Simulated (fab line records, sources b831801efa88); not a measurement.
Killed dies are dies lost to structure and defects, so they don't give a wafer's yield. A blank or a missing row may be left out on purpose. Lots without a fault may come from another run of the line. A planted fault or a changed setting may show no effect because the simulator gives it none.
A struck lot beside a sound one | flow sky130 | 15 steps out of a route of 708
Sound: wafers L124.4, L124.5, L124.6. Struck: wafer L137.2. (L137.1 of the same lot was not struck and is left out.) The cause comes at the end.
At each step with rows: each side's tool, then ch and its chambers, then its first start. Under that, the readings that differ: sound wafers | struck wafers | difference of the means | sigmas: that difference in standard deviations of wafers without a fault.
alike: readings whose means differ by less than 2 such deviations, and words and numbers that are the same on both sides. not compared: withheld readings, readings that some wafer has no value for, bounds like >300 that may hide the same value, and numbers for which the record gives no deviation and whose values overlap.
The two part at a step that has a row with sigmas, a row that says differs or no value, or rows on one side only. Numbers that don't overlap but have no deviation are shown without sigmas and don't part them. A reading that every wafer of one side lacks parts them only if that side has two wafers or more.

first, 5 steps without rows for these wafers: SKY_VT_ADJUST_LVTN_COAT_13 (resist thk 1140 nm); SKY_VT_ADJUST_LVTN_SOFTBAKE_14 (time 60 s); SKY_VT_ADJUST_LVTN_EXPOSE_15 (exposes mask HVN STD DERIVED, target cd 600 nm); SKY_VT_ADJUST_LVTN_PEB_16; SKY_VT_ADJUST_LVTN_DEVELOP_17 (develop time 60 s).
SKY_VT_ADJUST_LVTN_OVL_MEAS_18:
  sound on overlay-02, day 8 21:31; struck on overlay-02, day 12 23:14
  alike: VT_ADJUST_LVTN_01_OVL
then, 1 step without rows for these wafers: SKY_VT_ADJUST_LVTN_IMPLANT_19.
SKY_VT_ADJUST_LVTN_STRIP_20: strips in O2/N2.
  sound on plasma_asher-04 ch 0,1, day 8 21:43; struck on plasma_asher-03 ch 0, day 12 23:25
  reading                | sound | struck | difference                   | sigmas
  rf_hours_counter_h (h) | - - - | 59     | no value on the sound wafers |
  alike: chamber_pressure_mTorr, drypump_motor_current_A, oes_product_au, strip_time_to_endpoint_s
SKY_VT_ADJUST_LVTN_TW_MEAS_21:
  sound on film_metro-03, day 8 21:49; struck on film_metro-03, day 12 23:31
  alike: VT_ADJUST_LVTN_2_TW
then, 3 steps without rows for these wafers: SKY_VT_ADJUST_NCORE_DEHYDRATE_00 (time 60 s); SKY_VT_ADJUST_NCORE_HMDS_01 (prime time 60 s); SKY_VT_ADJUST_NCORE_COAT_02 (resist thk 1140 nm).
SKY_VT_ADJUST_NCORE_SOFTBAKE_03: time 60 s.
  sound on litho_track-03 ch 0, day 9 07:24; struck on litho_track-03 ch 0, day 13 11:32
  reading                  | sound             | struck | difference | sigmas
  heater_power_total_W (W) | 56.58 56.67 56.55 | 58.87  | +2.27      | +46
  run_length_s (s)         | 88.77 88.72 88.95 | 81.71  | -7.10      | -31
then, 1 step without rows for these wafers: SKY_VT_ADJUST_NCORE_EXPOSE_04 (exposes mask LVTN COMPLEMENT THIN, target cd 380 nm).
-- the record jumps here: 37 days lie between the struck wafers' starts before and after (it left off in module VT_ADJUST_NCORE and takes up again in module PAD_OPEN, whose first step shown is number 708 of the route) --
SKY_PAD_OPEN_PROBE_99:
  sound on prober-01, day 47 03:46; struck on prober-02, day 50 03:46
  reading            | sound     | struck | difference | sigmas
  killed_at_contacts | 31 41 24  | 19     | -13        | -2
  killed_dies        | 84 109 99 | 74     | -23        | -2
  killed_open        | 37 63 53  | 36     | -15        | -2
  alike: killed_at_M0_to_M3, killed_at_M4_up, killed_at_front_end, killed_at_other, killed_on_rim, killed_short

WHERE THEY PART
First at SKY_VT_ADJUST_LVTN_STRIP_20; last, within this record, at SKY_PAD_OPEN_PROBE_99.

WHY: what the simulator had put in
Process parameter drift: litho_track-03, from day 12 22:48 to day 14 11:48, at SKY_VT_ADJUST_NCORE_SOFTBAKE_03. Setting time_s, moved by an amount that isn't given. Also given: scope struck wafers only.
